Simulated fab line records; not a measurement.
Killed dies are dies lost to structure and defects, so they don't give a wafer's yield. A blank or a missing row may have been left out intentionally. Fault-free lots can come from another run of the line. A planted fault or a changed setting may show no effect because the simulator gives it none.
A struck lot beside a sound one | flow sky130 | 15 out of 708 route steps
Sound: wafers L668.1, L668.3, L668.6. Struck: wafers L658.1, L658.2, L658.5. The cause is given at the end.
At each step with rows: each side's tool, then ch and its chambers, then its first start. Under that, the readings that differ: sound wafers | struck wafers | difference of the means | sigmas: that difference in standard deviations of wafers without a fault.
alike: same words and numbers on both sides, and readings whose means sit less than 2 such deviations apart. not compared: any withheld reading, any reading some wafer has no value for, any bound like >300 that may hide the same value, and any number with overlapping values for which the record gives no deviation.
A row with sigmas, a row that says differs or no value, or rows on one side alone: a step with any of these is where the two part. Numbers that have no deviation but don't overlap get no sigmas and don't part them. Lack of a reading on every wafer of one side parts them only where that side has two or more wafers.

first, 2 steps without rows for these wafers: SKY_FIELD_ISO_WET_ETCH_21 (etches SiO2 in dHF, target depth 20 nm, time 400 s); SKY_FIELD_ISO_OXIDATION_22 (stabilise 600 s, purge 300 s, target thk 10 nm).
SKY_FIELD_ISO_THK_MEAS_23:
  struck on film metro-02, day 4 10:49; sound on film metro-01, day 6 15:11
  alike: FIELD_ISO_OXIDATION_01_THK
then, 1 step without rows for these wafers: SKY_FIELD_ISO_CVD_24 (deposits SiO2, target thk 595 nm, time 99.2 s).
SKY_FIELD_ISO_THK_MEAS_25:
  struck on film metro-03, day 4 10:56; sound on film metro-02, day 6 15:19
  alike: FIELD_ISO_CVD_24_THK
then, 1 step without rows for these wafers: SKY_FIELD_ISO_ANNEAL_26 (time 1800 s).
SKY_FIELD_ISO_CMP_27: polishes, stops on Si3N4, t overpolish 16 s, target thk 457.8 nm.
  sound on cmp-02 ch 0,1,2, day 6 16:59; struck on cmp-02 ch 0,2, day 4 13:50
  alike: motor current A, overpolish run s, time to endpoint s
then, 5 steps without rows for these wafers: SKY_FIELD_ISO_WET_ETCH_28 (etches SiO2 in dHF, target depth 23.7 nm, time 47 s); SKY_FIELD_ISO_WET_ETCH_29 (etches Si3N4 in H3PO4, target depth 160 nm, time 1825 s); SKY_FIELD_ISO_WET_ETCH_30 (etches SiO2 in dHF, target depth 25 nm, time 50 s); SKY_NWELL_CLEAN_00 (cleans in SC1/SC2, time 150 s); SKY_NWELL_OXIDATION_01 (stabilise 600 s, purge 300 s, target thk 10 nm).
SKY_NWELL_THK_MEAS_02:
  struck on film metro-01, day 4 18:16; sound on film metro-02, day 6 19:25
  reading                  | sound          | struck            | difference | sigmas
  NWELL_OXIDATION_THK (nm) | 9.89 9.84 9.78 | 13.83 13.84 13.76 | +3.97      | +21
then, 2 steps without rows for these wafers: SKY_DNWELL_DEHYDRATE_00 (time 60 s); SKY_PAD_OPEN_PROBE_99.

== WHERE THEY PART ==
SKY_NWELL_THK_MEAS_02 only, going by this record.

WHY: what the simulator had put in
Metrology matching offset: film metro-01, from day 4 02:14 on, at SKY_NWELL_THK_MEAS_02. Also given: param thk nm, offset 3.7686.
